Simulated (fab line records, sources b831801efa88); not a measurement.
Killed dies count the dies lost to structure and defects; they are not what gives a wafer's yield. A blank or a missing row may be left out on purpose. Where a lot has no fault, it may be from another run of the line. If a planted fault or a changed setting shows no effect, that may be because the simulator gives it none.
fab line records	flow sky130
record lots=13	wafers=39	last_day=50
route steps=708 shown POLY_GATE@236 LDD_HVN@276 LDD_HVP@284 POLY_CUT@319 PAD_OPEN@708
lots that met no fault: from a run of the same line without faults
start_h: start of the lot's first displayed wafer, in hours after the record's first day	wait_h: time in hours since the lot's previous step	" repeats the value in the row above	L1.1+2: one row covering several wafers at once	- value missing, or start not given	* or withheld: withheld	< > ~ a bound
route shown NAME@n: NAME is a module with steps in the file, n the number in the route of the first one	usual: mean/standard deviation of fault-free wafers	same: alike in all rows	chamber/n: place in a boat	sites: each site's reading	_std_site: standard deviation of those values	_edge_site: the outer-site mean with the inner-site mean subtracted	radius_mm: for every site, how far away it sits from the centre of the wafer	mask NAME#n: copy n	behind: the last tool/chamber to shape the wafer	hold: why the lot was held/for how many hours/how that ended	device: transistor that didn't switch, given as n, p or np	end of line: tests run on the same wafers once the route is complete	a step given without rows: its recipe and nothing more	killed: dies lost to structure and defects at the first sort, not the wafer's yield	map: dies across one wafer; x = killed, . = not, _ = none there
set.NAME: the setting as run; set.NAME@STEP: as run at that earlier step	model.NAME: the simulator's own value behind a step, which no gauge read
one table for each step of the route and one row for each wafer, over a sample of lots
services: when a tool's chamber went out of use (start_h, in hours from the record's first day, below 0 if earlier), for how many hours, and the reason
## steps
# step SKY_POLY_GATE_CD_MEAS_22
# usual cd_nm=150.1/1.8
lot.wafer	tool	chamber	start_h	wait_h	cd_nm
L638.1	cd_sem-01	-	377.94	0.1	153.2
L638.2	"	-	"	"	152.3
L638.3	"	-	"	"	152.2
L639.1	cd_sem-01	-	388.27	0.1	148.2
L639.5	"	-	"	"	150.4
L639.6	"	-	"	"	147.7
L644.2	cd_sem-02	-	438.70	0.1	149.9
L644.4	"	-	"	"	148.5
L644.5	"	-	"	"	150.4
L643.2	cd_sem-02	-	439.88	0.1	148.9
L643.3	"	-	"	"	151.1
L643.4	"	-	"	"	150.4
L645.1	cd_sem-01	-	444.55	0.1	147.6
L645.2	"	-	"	"	150.5
L645.4	"	-	"	"	149.5
L646.2	cd_sem-01	-	455.22	0.1	147.6
L646.4	"	-	"	"	148.1
L646.6	"	-	"	"	147.4
L648.2	cd_sem-01	-	493.31	0.1	148.3
L648.3	"	-	"	"	147.2
L648.6	"	-	"	"	149.3
L647.4	cd_sem-02	-	493.43	0.1	148.7
L647.5	"	-	"	"	150.6
L647.6	"	-	"	"	152.2
L656.1	cd_sem-02	-	551.41	0.1	152.4
L656.4	"	-	"	"	150.6
L656.5	"	-	"	"	152.1
L657.3	cd_sem-01	-	556.01	0.1	152.6
L657.4	"	-	"	"	151.8
L657.6	"	-	"	"	152.0
L658.1	cd_sem-01	-	560.76	0.1	150.2
L658.2	"	-	"	"	149.7
L658.3	"	-	"	"	150.2
L659.2	cd_sem-02	-	566.84	0.1	153.1
L659.3	"	-	"	"	151.7
L659.4	"	-	"	"	152.6
L660.2	cd_sem-02	-	572.50	0.2	153.8
L660.5	"	-	"	"	150.0
L660.6	"	-	"	"	153.4
# step SKY_LDD_HVN_STRIP_09
# recipe chemistry=O2/N2	power_w=1400	pressure_mtorr=1500	platen_temp_c=withheld	o2_flow_sccm=3000	n2_flow_sccm=300	overash_fraction=0.5
# usual drypump_motor_current_A=6.2/0.34	oes_product_au=0.408/0.0044	strip_time_to_endpoint_s=4.138/0.013
lot.wafer	tool	chamber	start_h	wait_h	drypump_motor_current_A	oes_product_au	rf_hours_counter_h	strip_time_to_endpoint_s
L638.1	plasma_asher-02	1	467.79	0.1	6.0	0.406	63	4.147
L638.2	"	0	"	"	6.3	0.415	63	4.136
L638.3	"	0	"	"	6.3	0.408	-	4.146
L639.1	plasma_asher-02	0	481.44	0.1	6.3	0.404	64	4.128
L639.5	"	0	"	"	6.3	0.400	-	4.112
L639.6	"	1	"	"	6.0	0.410	-	4.114
L644.2	plasma_asher-04	1	532.39	0.1	5.8	0.411	10	4.143
L644.4	"	0	"	"	6.9	0.411	-	4.126
L644.5	"	0	"	"	6.8	0.406	-	4.140
L643.2	plasma_asher-02	0	533.98	0.1	6.3	0.405	69	4.149
L643.3	"	0	"	"	6.4	0.410	-	4.138
L643.4	"	1	"	"	6.0	0.405	-	4.129
L645.1	plasma_asher-02	1	536.69	0.1	6.0	0.408	69	4.157
L645.2	"	0	"	"	6.4	0.409	69	4.157
L645.4	"	0	"	"	6.3	0.412	-	4.157
L646.2	plasma_asher-02	1	548.04	0.1	6.0	0.412	70	4.126
L646.4	"	1	"	"	6.0	0.410	-	4.129
L646.6	"	1	"	"	6.0	0.410	-	4.123
L648.2	plasma_asher-03	1	583.99	0.1	6.0	0.403	91	4.149
L648.3	"	1	"	"	6.0	0.406	-	4.138
L648.6	"	0	"	"	6.1	0.408	-	4.139
L647.4	plasma_asher-02	0	584.92	0.1	6.3	0.399	-	4.137
L647.5	"	0	"	"	6.3	0.402	-	4.149
L647.6	"	1	"	"	6.0	0.405	-	4.136
L656.1	plasma_asher-02	0	640.79	0.1	6.3	0.409	79	4.139
L656.4	"	0	"	"	6.4	0.412	-	4.123
L656.5	"	1	"	"	6.0	0.407	-	4.123
L657.3	plasma_asher-04	1	645.42	0.1	5.8	0.410	-	4.160
L657.4	"	0	"	"	6.9	0.415	-	4.150
L657.6	"	1	"	"	5.8	0.408	-	4.140
L658.1	plasma_asher-04	1	649.38	0.1	5.8	0.408	23	4.119
L658.2	"	0	"	"	6.8	0.411	23	4.132
L658.3	"	0	"	"	6.8	0.408	-	4.130
L659.2	plasma_asher-03	0	655.59	0.1	6.1	0.395	97	4.139
L659.3	"	0	"	"	6.1	0.404	-	4.139
L659.4	"	1	"	"	6.0	0.410	-	4.123
L660.2	plasma_asher-02	1	659.94	0.1	6.0	0.417	82	4.148
L660.5	"	1	"	"	6.1	0.410	-	4.159
L660.6	"	0	"	"	6.3	0.411	-	4.154
# step SKY_LDD_HVP_DEVELOP_06
# recipe resist=NOVOLAK	developer=TMAH	develop_time_s=60	dev_temp_c=23
# usual developer_temp_C=22.95/0.089	exhaust_pa=45.0/1
lot.wafer	tool	chamber	start_h	wait_h	developer_temp_C	exhaust_pa
L638.1	litho_track-01	0	499.00	0.1	22.95	44.7
L638.2	"	0	"	"	22.92	45.3
L638.3	"	0	"	"	23.19	45.3
L639.1	litho_track-01	0	512.00	0.1	22.99	44.0
L639.5	"	0	"	"	22.99	45.1
L639.6	"	0	"	"	23.06	45.0
L644.2	litho_track-03	0	561.83	0.1	22.84	46.2
L644.4	"	0	"	"	23.04	46.5
L644.5	"	0	"	"	23.09	47.6
L643.2	litho_track-02	0	563.03	0.1	22.95	43.9
L643.3	"	0	"	"	22.97	43.2
L643.4	"	0	"	"	23.07	43.6
L645.1	litho_track-02	0	566.70	0.1	22.89	46.1
L645.2	"	0	"	"	22.90	44.9
L645.4	"	0	"	"	22.91	44.7
L646.2	litho_track-03	0	577.08	0.1	23.06	45.9
L646.4	"	0	"	"	22.98	46.0
L646.6	"	0	"	"	23.02	44.0
L648.2	litho_track-03	0	612.93	0.1	23.92	45.2
L648.3	"	0	"	"	23.84	46.9
L648.6	"	0	"	"	23.72	46.3
L647.4	litho_track-03	0	614.08	0.1	23.98	43.4
L647.5	"	0	"	"	23.84	43.6
L647.6	"	0	"	"	23.86	44.3
L656.1	litho_track-01	0	668.70	0.1	23.13	45.6
L656.4	"	0	"	"	23.07	45.2
L656.5	"	0	"	"	23.14	44.6
L657.3	litho_track-03	0	673.71	0.1	22.82	45.0
L657.4	"	0	"	"	22.98	42.3
L657.6	"	0	"	"	22.83	43.6
L658.1	litho_track-03	0	677.61	0.1	22.89	43.9
L658.2	"	0	"	"	22.86	44.4
L658.3	"	0	"	"	22.89	44.5
L659.2	litho_track-02	0	683.72	0.1	23.00	44.1
L659.3	"	0	"	"	23.02	45.8
L659.4	"	0	"	"	22.81	45.6
L660.2	litho_track-01	0	688.68	0.1	22.88	44.7
L660.5	"	0	"	"	22.86	43.9
L660.6	"	0	"	"	22.89	44.8
# step SKY_POLY_CUT_STRIP_12
# recipe chemistry=O2/N2	power_w=1400	pressure_mtorr=1500	platen_temp_c=withheld	o2_flow_sccm=3000	n2_flow_sccm=300	overash_fraction=0.5
# usual drypump_motor_current_A=5.8/0.51	oes_product_au=0.452/0.0055	strip_time_to_endpoint_s=5.350/0.017
lot.wafer	tool	chamber	start_h	wait_h	drypump_motor_current_A	oes_product_au	rf_hours_counter_h	strip_time_to_endpoint_s
L638.1	plasma_asher-01	0	562.55	0.0	5.7	0.456	44	5.331
L638.2	"	1	"	"	4.8	0.446	44	5.350
L638.3	"	0	"	"	5.8	0.449	-	5.349
L639.1	plasma_asher-03	1	576.04	0.0	6.0	0.453	90	5.339
L639.5	"	0	"	"	6.1	0.458	-	5.360
L639.6	"	1	"	"	6.0	0.441	-	5.336
L644.2	plasma_asher-02	1	623.39	0.0	6.0	0.450	77	5.367
L644.4	"	0	"	"	6.3	0.451	-	5.360
L644.5	"	0	"	"	6.3	0.449	-	5.350
L643.2	plasma_asher-03	1	623.54	0.0	6.0	0.447	94	5.334
L643.3	"	0	"	"	6.1	0.452	-	5.315
L643.4	"	1	"	"	6.0	0.450	-	5.345
L645.1	plasma_asher-03	0	627.81	0.0	6.1	0.452	95	5.342
L645.2	"	1	"	"	6.0	0.446	95	5.339
L645.4	"	1	"	"	6.0	0.443	-	5.343
L646.2	plasma_asher-01	0	637.74	0.0	5.7	0.454	51	5.343
L646.4	"	1	"	"	4.8	0.456	-	5.333
L646.6	"	1	"	"	4.8	0.457	-	5.324
L648.2	plasma_asher-03	1	672.54	0.0	6.0	0.451	99	5.350
L648.3	"	1	"	"	6.0	0.445	-	5.337
L648.6	"	0	"	"	6.1	0.457	-	5.352
L647.4	plasma_asher-01	1	673.78	0.1	4.8	0.449	-	5.353
L647.5	"	0	"	"	5.8	0.448	-	5.347
L647.6	"	1	"	"	4.8	0.451	-	5.343
L656.1	plasma_asher-03	1	727.54	0.0	6.0	0.451	104	5.339
L656.4	"	0	"	"	6.1	0.455	-	5.331
L656.5	"	1	"	"	6.0	0.448	-	5.351
L657.3	plasma_asher-03	0	733.07	0.1	6.1	0.454	-	5.361
L657.4	"	1	"	"	6.0	0.449	-	5.376
L657.6	"	0	"	"	6.1	0.449	-	5.360
L658.1	plasma_asher-01	0	736.69	0.0	5.8	0.456	61	5.381
L658.2	"	1	"	"	4.8	0.450	61	5.388
L658.3	"	0	"	"	5.8	0.450	-	5.356
L659.2	plasma_asher-02	0	744.04	0.0	6.4	0.447	90	5.342
L659.3	"	1	"	"	6.0	0.460	-	5.359
L659.4	"	0	"	"	6.3	0.445	-	5.335
L660.2	plasma_asher-03	0	747.09	0.0	6.1	0.454	0	5.355
L660.5	"	0	"	"	6.1	0.458	-	5.308
L660.6	"	1	"	"	6.0	0.456	-	5.348
# step SKY_PAD_OPEN_PROBE_99
# usual killed_at_M0_to_M3=43/6.7	killed_at_M4_up=3.2/1.8	killed_at_contacts=25/5.2	killed_at_front_end=15/4.4	killed_at_other=0.2/0.4	killed_dies=87/9.3	killed_open=48/7.1	killed_short=39/6
# same gross_dies=492	killed_at_back_side=0
lot.wafer	tool	chamber	start_h	wait_h	killed_at_M0_to_M3	killed_at_M4_up	killed_at_contacts	killed_at_front_end	killed_at_other	killed_dies	killed_open	killed_short
L648.2	prober-01	-	1152.47	0.1	34	2	34	10	0	80	42	38
L648.3	prober-01	-	1152.52	0.2	44	4	23	7	0	78	42	36
L648.6	prober-01	-	1152.67	0.2	41	5	28	11	0	85	45	40
# killed by level:class
L648.2 LI_CONTACT:geometric_particle:open=11 CONTACT:geometric_particle:open=8 VIA2:geometric_particle:open=8 VIA3:geometric_particle:open=6 LI_CONTACT:geometric_particle:short=5 LOCAL_INTERCONNECT:geometric_particle:short=5 CONTACT:geometric_particle:short=5 METAL1:geometric_particle:short=5
L648.3 VIA1:geometric_particle:open=14 METAL1:geometric_particle:short=8 LI_CONTACT:geometric_particle:open=7 VIA2:geometric_particle:open=7 CONTACT:geometric_particle:open=5 CONTACT:geometric_particle:short=5 METAL3:geometric_particle:short=4 LI_CONTACT:geometric_particle:short=4
L648.6 LI_CONTACT:geometric_particle:open=11 VIA1:geometric_particle:open=7 VIA2:geometric_particle:open=7 VIA3:geometric_particle:open=7 CONTACT:geometric_particle:short=6 POLY_GATE:geometric_particle:open=5 CONTACT:geometric_particle:open=5 METAL1:geometric_particle:short=5
## services
tool	chamber	start_h	hours	kind
plasma_asher-02	-	503.19	5.4	repair
plasma_asher-01	-	596.70	0.6	repair
plasma_asher-03	-	600.70	3.1	repair
plasma_asher-01	-	623.35	2.8	pm
plasma_asher-01	-	626.14	0.9	repair
plasma_asher-01	-	642.90	2.5	repair
plasma_asher-03	-	645.60	4.1	pm
plasma_asher-02	-	648.25	0.5	repair
plasma_asher-04	-	665.30	2.0	repair
plasma_asher-01	-	680.19	1.2	repair
plasma_asher-02	-	689.66	0.4	repair
plasma_asher-01	-	703.49	2.3	repair
plasma_asher-03	-	733.75	9.0	pm
plasma_asher-03	0	733.75	9.0	vent_cycle
plasma_asher-03	1	733.75	9.0	vent_cycle
plasma_asher-01	-	737.52	46.0	pm
plasma_asher-03	0	742.75	-	clean
plasma_asher-03	1	742.75	-	clean
## key
first_sign step=SKY_LDD_HVP_DEVELOP_06	reading=developer_temp_C	direction=up	sigmas=10	usual=*	struck=*
effect none on later readings
met_at SKY_LDD_HVP_DEVELOP_06
struck_lots L647,L648
tester_left_out L647,L648
not_acting_at SKY_POLY_GATE_CD_MEAS_22,SKY_LDD_HVN_STRIP_09,SKY_POLY_CUT_STRIP_12
onset_between 577.08 612.93
fault kind=process_parameter_drift	tool=litho_track-03	chamber=-	onset_h=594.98	steps=SKY_LDD_HVP_DEVELOP_06	channel=dev_temp_c	offset=*	shape=step	end_h=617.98	acts_in=*	stated=*
# tester_left_out: of these lots the tester's yield and bins aren't shown, on N5 and GAA mostly nor the transistor test; their killed dies are dies lost to structure and defects alone, not to doping, threshold or leakage, so they don't give the yield
